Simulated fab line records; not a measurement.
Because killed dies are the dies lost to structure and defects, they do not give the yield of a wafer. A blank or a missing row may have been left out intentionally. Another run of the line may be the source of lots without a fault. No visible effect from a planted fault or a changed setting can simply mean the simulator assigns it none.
Which tool did it? | flow sky130 | 36 wafers from 12 lots sampled at 2 of the route's 708 steps

WHAT THE GAUGES READ, wafer by wafer
SKY_VIA4_OVL_MEAS_11. Usual: VIA4_OVL -0.6 nm, standard deviation 1.3.
lot  | measured     | on         | VIA4_OVL (nm)  | flag
L547 | day 43 00:04 | overlay-01 | -3.1 -2.0 -2.5 |
L548 | day 43 04:07 | overlay-01 | -0.6 -2.4 -2.8 |
L550 | day 43 05:50 | overlay-02 | -0.1 -2.9 -1.7 |
L549 | day 43 16:19 | overlay-01 | -0.7 0.7 -1.9  |
L551 | day 43 19:46 | overlay-02 | -0.8 -1.4 -2.4 |
L552 | day 44 03:43 | overlay-02 | -1.1 -0.9 -1.4 |
L560 | day 46 11:17 | overlay-02 | 0.4 -0.2 -0.5  |
L562 | day 47 09:00 | overlay-02 | -1.7 -3.1 -0.6 |
L563 | day 47 07:46 | overlay-01 | -1.7 0.2 -0.4  |
L564 | day 47 09:13 | overlay-02 | -1.6 -1.0 0.3  |
L567 | day 48 00:22 | overlay-01 | 0.4 -1.4 -0.6  |
L569 | day 48 18:14 | overlay-01 | -0.7 -1.0 -0.8 |

TOOL THAT RAN EACH LOT (tool first, then ch and the chambers of the sampled wafers, then the start)
lot  | SKY_METAL1_SPUTTER_03
L547 | pvd sputter-02, day 32 00:52
L548 | pvd sputter-03, day 32 03:43
L550 | pvd sputter-03, day 32 06:13
L549 | pvd sputter-03, day 32 18:41
L551 | pvd sputter-02, day 32 22:29
L552 | pvd sputter-01, day 33 07:27
L560 | pvd sputter-02, day 36 01:55
L562 | pvd sputter-02, day 36 16:22
L563 | pvd sputter-03, day 37 02:35
L564 | pvd sputter-03, day 37 03:37
L567 | pvd sputter-01, day 38 02:59
L569 | pvd sputter-03, day 39 01:14
- SKY_METAL1_SPUTTER_03: material Ti, target thk 5 nm, time 3.3 s.

WHAT THE TOOLS THEMSELVES READ (means of the sampled wafers that have a number; where no wafer has one, the mark that the record gives instead)
SKY_METAL1_SPUTTER_03. Usual: chamber pressure pa 0.3999 Pa, standard deviation 0.00082; throttle valve pct 30.3 %, standard deviation 1.4.
lot  | tool           | chamber pressure pa (Pa) | throttle valve pct (%) | flag
L547 | pvd sputter-02 | 0.4000                   | 31.4                   |
L548 | pvd sputter-03 | 0.3999                   | 29.7                   |
L550 | pvd sputter-03 | 0.3998                   | 30.9                   |
L549 | pvd sputter-03 | 0.3994                   | 30.1                   |
L551 | pvd sputter-02 | 0.3996                   | 30.6                   |
L552 | pvd sputter-01 | 0.3998                   | 31.4                   |
L560 | pvd sputter-02 | 0.3994                   | 29.7                   |
L562 | pvd sputter-02 | 0.4006                   | 29.3                   |
L563 | pvd sputter-03 | 0.3991                   | 30.9                   |
L564 | pvd sputter-03 | 0.4006                   | 30.5                   |
L567 | pvd sputter-01 | 0.3994                   | 30.4                   |
L569 | pvd sputter-03 | 0.4003                   | 30.9                   |

THE ANSWER, worked out from the rows above alone
Rule: a lot is off if the mean of its wafers that have a number lies more than 3 standard deviations from the usual mean. Also off: a lot with no number at a reading for which 4 or more lots have one. Where the step has rows for the other lots, those lots are counted as sound. Order of review: gauges by route order, followed by the tools' own readings, for which a lot's mean as printed above is used. The first step at which some lot is off is used, and at that step the reading that is off furthest; a lot without a number counts as furthest.
None of the lots is off at any reading shown; this tells nothing.

WHAT THE SIMULATOR HAD INSERTED
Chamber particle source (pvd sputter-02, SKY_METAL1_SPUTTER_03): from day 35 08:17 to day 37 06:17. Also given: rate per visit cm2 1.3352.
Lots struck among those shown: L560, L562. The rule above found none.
